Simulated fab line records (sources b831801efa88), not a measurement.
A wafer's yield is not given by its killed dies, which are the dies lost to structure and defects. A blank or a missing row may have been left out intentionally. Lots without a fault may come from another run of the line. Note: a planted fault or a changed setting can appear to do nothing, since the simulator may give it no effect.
Matching of chambers / flow gf180mcu / cmp-01 running GF_CONTACT_CMP_04: 4 sister chambers
The step polishes SiO2. 4 wafers are shown with their chamber, then 9 later ones without.

EACH WAFER AND ITS CHAMBER
wafer=L790.3; chamber=2; motor current A (A)=12.5
wafer=L792.6; chamber=0; motor current A (A)=9.6
wafer=L795.3; chamber=3; motor current A (A)=10.1
wafer=L795.6; chamber=1; motor current A (A)=12.9

WAFERS WITH NO CHAMBER GIVEN
wafer=L796.1; motor current A (A)=12.5
wafer=L796.5; motor current A (A)=12.6
wafer=L796.6; motor current A (A)=13.2
wafer=L801.1; motor current A (A)=10.3
wafer=L801.3; motor current A (A)=12.1
wafer=L801.6; motor current A (A)=12.3
wafer=L809.1; motor current A (A)=12.5
wafer=L809.2; motor current A (A)=10.3
wafer=L809.6; motor current A (A)=10.0

WHICH CHAMBER EACH WENT THROUGH
wafer=L796.1; from the rows above=can't be placed: 2 or 1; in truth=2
wafer=L796.5; from the rows above=can't be placed: 2 or 1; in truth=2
wafer=L796.6; from the rows above=can't be placed: 1 or 2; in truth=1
wafer=L801.1; from the rows above=3; in truth=3
wafer=L801.3; from the rows above=can't be placed: 2 or 1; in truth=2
wafer=L801.6; from the rows above=can't be placed: 2 or 1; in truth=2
wafer=L809.1; from the rows above=can't be placed: 2 or 1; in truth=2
wafer=L809.2; from the rows above=3; in truth=3
wafer=L809.6; from the rows above=can't be placed: 3 or 0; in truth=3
Placed correctly: 2 of 9. These rows do not allow placing 7 (true chamber among the candidates in 7). Wrongly placed: 0.
How it was worked out, from the rows above alone: a wafer's distance from a chamber is the root of the sum, over the readings, of the square of ((its reading less the chamber's mean) divided by the reading's scatter). If the next closest chamber is less than 2 further off than the closest, the wafer can't be placed; otherwise it belongs to the closest. Each chamber's mean is taken over the wafers shown for it. The scatter: root of mean squared gap, hidden wafer to nearest shown wafer, with one shown wafer a chamber.
